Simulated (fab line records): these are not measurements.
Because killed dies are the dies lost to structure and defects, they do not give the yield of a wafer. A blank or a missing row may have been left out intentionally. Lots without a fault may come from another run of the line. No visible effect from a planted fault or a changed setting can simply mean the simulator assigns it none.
The tool behind it: which one? || flow gf180mcu || Sampling: 13 lots, 39 wafers, 4 of 602 route steps

WHAT EACH GAUGE READ, for each wafer
GF_M2_RS_MEAS_05: uses a four-point probe to measure. Usual: M2_ALCU_RS 0.0697 ohm/sq, standard deviation 0.00072.
{"lot": "L370", "measured": "day 18 11:22", "on": "film metro-01", "M2_ALCU_RS (ohm/sq)": "0.0695 0.0693 0.0693", "flag": ""}
{"lot": "L371", "measured": "day 19 01:05", "on": "film metro-03", "M2_ALCU_RS (ohm/sq)": "0.0691 0.0704 0.0694", "flag": ""}
{"lot": "L372", "measured": "day 19 13:25", "on": "film metro-03", "M2_ALCU_RS (ohm/sq)": "0.0695 0.0698 0.0701", "flag": ""}
{"lot": "L374", "measured": "day 20 04:32", "on": "film metro-02", "M2_ALCU_RS (ohm/sq)": "0.0702 0.0696 0.0701", "flag": ""}
{"lot": "L375", "measured": "day 20 08:31", "on": "film metro-03", "M2_ALCU_RS (ohm/sq)": "0.0696 0.0699 0.0702", "flag": ""}
{"lot": "L376", "measured": "day 20 20:00", "on": "film metro-02", "M2_ALCU_RS (ohm/sq)": "0.0696 0.0694 0.0690", "flag": ""}
{"lot": "L380", "measured": "day 22 02:22", "on": "film metro-03", "M2_ALCU_RS (ohm/sq)": "0.0692 0.0689 0.0697", "flag": ""}
{"lot": "L379", "measured": "day 22 02:45", "on": "film metro-02", "M2_ALCU_RS (ohm/sq)": "0.0693 0.0689 0.0686", "flag": ""}
{"lot": "L381", "measured": "day 22 11:47", "on": "film metro-03", "M2_ALCU_RS (ohm/sq)": "0.0689 0.0689 0.0689", "flag": ""}
{"lot": "L393", "measured": "day 25 16:20", "on": "film metro-03", "M2_ALCU_RS (ohm/sq)": "0.0686 0.0696 0.0689", "flag": ""}

GF_M2_CD_MEAS_14 targets a cd of 280 nm. Usual: cd nm at 279.5 nm, with a standard deviation of 1.1.
{"lot": "L370", "measured": "day 19 11:13", "on": "cd sem-02", "cd nm (nm)": "277.5 278.4 279.1", "flag": ""}
{"lot": "L371", "measured": "day 20 01:18", "on": "cd sem-02", "cd nm (nm)": "281.3 279.5 279.5", "flag": ""}
{"lot": "L372", "measured": "day 20 13:24", "on": "cd sem-01", "cd nm (nm)": "279.8 279.1 279.3", "flag": ""}
{"lot": "L374", "measured": "day 21 04:06", "on": "cd sem-02", "cd nm (nm)": "280.7 279.2 279.8", "flag": ""}
{"lot": "L375", "measured": "day 21 08:35", "on": "cd sem-01", "cd nm (nm)": "279.0 278.8 277.7", "flag": ""}
{"lot": "L376", "measured": "day 21 19:23", "on": "cd sem-02", "cd nm (nm)": "277.9 277.7 278.2", "flag": ""}
{"lot": "L380", "measured": "day 23 01:52", "on": "cd sem-01", "cd nm (nm)": "278.6 279.5 279.2", "flag": ""}
{"lot": "L379", "measured": "day 23 02:08", "on": "cd sem-01", "cd nm (nm)": "280.7 279.5 280.4", "flag": ""}
{"lot": "L381", "measured": "day 23 11:30", "on": "cd sem-02", "cd nm (nm)": "280.8 281.6 282.2", "flag": ""}
{"lot": "L393", "measured": "day 26 12:46", "on": "cd sem-02", "cd nm (nm)": "278.5 279.6 279.1", "flag": ""}

WHICH TOOL RAN EACH LOT (tool, then ch and the chambers of the sampled wafers, then the start)
{"lot": "L370", "GF_V1_ETCH_17": "rie diel-02 ch 0,3, day 18 09:00", "GF_V1_STRIP_18": "plasma asher-03 ch 0,1, day 18 09:55"}
{"lot": "L371", "GF_V1_ETCH_17": "rie diel-02 ch 1,2,3, day 18 23:00", "GF_V1_STRIP_18": "plasma asher-04 ch 0,1, day 18 23:35"}
{"lot": "L372", "GF_V1_ETCH_17": "rie diel-04 ch 1,2,3, day 19 11:00", "GF_V1_STRIP_18": "plasma asher-03 ch 0,1, day 19 11:56"}
{"lot": "L374", "GF_V1_ETCH_17": "rie diel-02 ch 0,2,3, day 20 02:00", "GF_V1_STRIP_18": "plasma asher-03 ch 0,1, day 20 03:04"}
{"lot": "L375", "GF_V1_ETCH_17": "rie diel-01 ch 0,1, day 20 06:00", "GF_V1_STRIP_18": "plasma asher-02 ch 0,1, day 20 06:59"}
{"lot": "L376", "GF_V1_ETCH_17": "rie diel-02 ch 1,3, day 20 18:00", "GF_V1_STRIP_18": "plasma asher-04 ch 0,1, day 20 18:33"}
{"lot": "L380", "GF_V1_ETCH_17": "rie diel-01 ch 0,1,2, day 22 00:00", "GF_V1_STRIP_18": "plasma asher-02 ch 0,1, day 22 00:56"}
{"lot": "L379", "GF_V1_ETCH_17": "rie diel-02 ch 1,3, day 22 01:00", "GF_V1_STRIP_18": "plasma asher-03 ch 0,1, day 22 01:18"}
{"lot": "L381", "GF_V1_ETCH_17": "rie diel-04 ch 1,2,3, day 22 10:00", "GF_V1_STRIP_18": "plasma asher-02 ch 0,1, day 22 10:19"}
{"lot": "L387", "GF_V1_ETCH_17": "rie diel-01 ch 0,1, day 24 11:00", "GF_V1_STRIP_18": "plasma asher-03 ch 0,1, day 24 11:07"}
{"lot": "L388", "GF_V1_ETCH_17": "rie diel-02 ch 0,3, day 24 12:00", "GF_V1_STRIP_18": "plasma asher-04 ch 0,1, day 24 12:37"}
{"lot": "L389", "GF_V1_ETCH_17": "rie diel-02 ch 0,2,3, day 25 00:00", "GF_V1_STRIP_18": "plasma asher-04 ch 0,1, day 25 01:04"}
{"lot": "L393", "GF_V1_ETCH_17": "rie diel-02 ch 2,3, day 25 14:00", "GF_V1_STRIP_18": "plasma asher-02 ch 0,1, day 25 14:51"}
- GF_V1_ETCH_17: etches SiO2 in C4F8/O2/Ar, stops on TiN, target depth 630 nm.
- GF_V1_STRIP_18: strips in O2/N2.

WHAT THE TOOLS THEMSELVES READ (means of the sampled wafers that have a number; where no wafer has one, the mark that the record gives instead)
GF_V1_ETCH_17. Usual: bias w 1200 W, standard deviation 4.2; chamber pressure mTorr 40.00 mTorr, standard deviation 0.038; oes product au 0.856 a.u., standard deviation 0.0049.
{"lot": "L370", "tool": "rie diel-02", "bias w (W)": 1197, "chamber pressure mTorr (mTorr)": 40.02, "oes product au (a.u.)": 0.854, "flag": ""}
{"lot": "L371", "tool": "rie diel-02", "bias w (W)": 1199, "chamber pressure mTorr (mTorr)": 40.00, "oes product au (a.u.)": 0.851, "flag": ""}
{"lot": "L372", "tool": "rie diel-04", "bias w (W)": 1198, "chamber pressure mTorr (mTorr)": 40.02, "oes product au (a.u.)": 0.857, "flag": ""}
{"lot": "L374", "tool": "rie diel-02", "bias w (W)": 1203, "chamber pressure mTorr (mTorr)": 39.99, "oes product au (a.u.)": 0.857, "flag": ""}
{"lot": "L375", "tool": "rie diel-01", "bias w (W)": 1203, "chamber pressure mTorr (mTorr)": 40.01, "oes product au (a.u.)": 0.855, "flag": ""}
{"lot": "L376", "tool": "rie diel-02", "bias w (W)": 1204, "chamber pressure mTorr (mTorr)": 40.01, "oes product au (a.u.)": 0.851, "flag": ""}
{"lot": "L380", "tool": "rie diel-01", "bias w (W)": 1194, "chamber pressure mTorr (mTorr)": 39.99, "oes product au (a.u.)": 0.858, "flag": ""}
{"lot": "L379", "tool": "rie diel-02", "bias w (W)": 1203, "chamber pressure mTorr (mTorr)": 40.01, "oes product au (a.u.)": 0.854, "flag": ""}
{"lot": "L381", "tool": "rie diel-04", "bias w (W)": 1200, "chamber pressure mTorr (mTorr)": 40.01, "oes product au (a.u.)": 0.856, "flag": ""}
{"lot": "L387", "tool": "rie diel-01", "bias w (W)": "-", "chamber pressure mTorr (mTorr)": "-", "oes product au (a.u.)": "-", "flag": "OFF"}
{"lot": "L388", "tool": "rie diel-02", "bias w (W)": "-", "chamber pressure mTorr (mTorr)": "-", "oes product au (a.u.)": "-", "flag": "OFF"}
{"lot": "L389", "tool": "rie diel-02", "bias w (W)": "-", "chamber pressure mTorr (mTorr)": "-", "oes product au (a.u.)": "-", "flag": "OFF"}
{"lot": "L393", "tool": "rie diel-02", "bias w (W)": 1197, "chamber pressure mTorr (mTorr)": 40.01, "oes product au (a.u.)": 0.852, "flag": ""}

GF_V1_STRIP_18. Usual: drypump motor current A 5.7 A, standard deviation 0.42; heater power w 362 W, standard deviation 36; oes product au 0.593 a.u., standard deviation 0.0047; platen temp c 249.99 C, standard deviation 0.21.
{"lot": "L370", "tool": "plasma asher-03", "drypump motor current A (A)": 5.9, "heater power w (W)": 392, "oes product au (a.u.)": 0.589, "platen temp c (C)": 250.00, "flag": ""}
{"lot": "L371", "tool": "plasma asher-04", "drypump motor current A (A)": 5.5, "heater power w (W)": 321, "oes product au (a.u.)": 0.600, "platen temp c (C)": 249.77, "flag": ""}
{"lot": "L372", "tool": "plasma asher-03", "drypump motor current A (A)": 6.1, "heater power w (W)": 392, "oes product au (a.u.)": 0.597, "platen temp c (C)": 250.07, "flag": ""}
{"lot": "L374", "tool": "plasma asher-03", "drypump motor current A (A)": 6.1, "heater power w (W)": 392, "oes product au (a.u.)": 0.596, "platen temp c (C)": 250.25, "flag": ""}
{"lot": "L375", "tool": "plasma asher-02", "drypump motor current A (A)": 5.2, "heater power w (W)": 340, "oes product au (a.u.)": 0.593, "platen temp c (C)": 249.77, "flag": ""}
{"lot": "L376", "tool": "plasma asher-04", "drypump motor current A (A)": 5.6, "heater power w (W)": 350, "oes product au (a.u.)": 0.596, "platen temp c (C)": 250.08, "flag": ""}
{"lot": "L380", "tool": "plasma asher-02", "drypump motor current A (A)": 5.3, "heater power w (W)": 339, "oes product au (a.u.)": 0.596, "platen temp c (C)": 250.01, "flag": ""}
{"lot": "L379", "tool": "plasma asher-03", "drypump motor current A (A)": 5.9, "heater power w (W)": 398, "oes product au (a.u.)": 0.598, "platen temp c (C)": 249.95, "flag": ""}
{"lot": "L381", "tool": "plasma asher-02", "drypump motor current A (A)": 5.2, "heater power w (W)": 333, "oes product au (a.u.)": 0.592, "platen temp c (C)": 249.88, "flag": ""}
{"lot": "L387", "tool": "plasma asher-03", "drypump motor current A (A)": 5.8, "heater power w (W)": 400, "oes product au (a.u.)": 0.668, "platen temp c (C)": 249.83, "flag": "OFF"}
{"lot": "L388", "tool": "plasma asher-04", "drypump motor current A (A)": 5.5, "heater power w (W)": 325, "oes product au (a.u.)": 0.670, "platen temp c (C)": 249.91, "flag": "OFF"}
{"lot": "L389", "tool": "plasma asher-04", "drypump motor current A (A)": 5.5, "heater power w (W)": 324, "oes product au (a.u.)": 0.667, "platen temp c (C)": 250.16, "flag": "OFF"}
{"lot": "L393", "tool": "plasma asher-02", "drypump motor current A (A)": 5.3, "heater power w (W)": 339, "oes product au (a.u.)": 0.594, "platen temp c (C)": 250.05, "flag": ""}

THE ANSWER, worked out from the rows above alone
Rule: a lot counts as off when the mean over its wafers that have a number is more than 3 standard deviations away from the usual mean. A lot without any number at a reading at which 4 lots or more have one is off too. All remaining lots with rows at the step are treated as sound. After the gauges, taken in route order, come the tools' own readings; for these a lot's mean is taken, as printed above. At the first step where some lot is off, the reading lying furthest off is the one used; lots without a number count as furthest.
Off at GF_V1_ETCH_17 (bias w): L387, L388, L389. Without a number there: L387, L388, L389.
A tool fits if, at that step or a process step before it, it ran every lot that is off, and no sound lot after the first of them. No candidate that was tried fits.

WHAT THE SIMULATOR PUT IN
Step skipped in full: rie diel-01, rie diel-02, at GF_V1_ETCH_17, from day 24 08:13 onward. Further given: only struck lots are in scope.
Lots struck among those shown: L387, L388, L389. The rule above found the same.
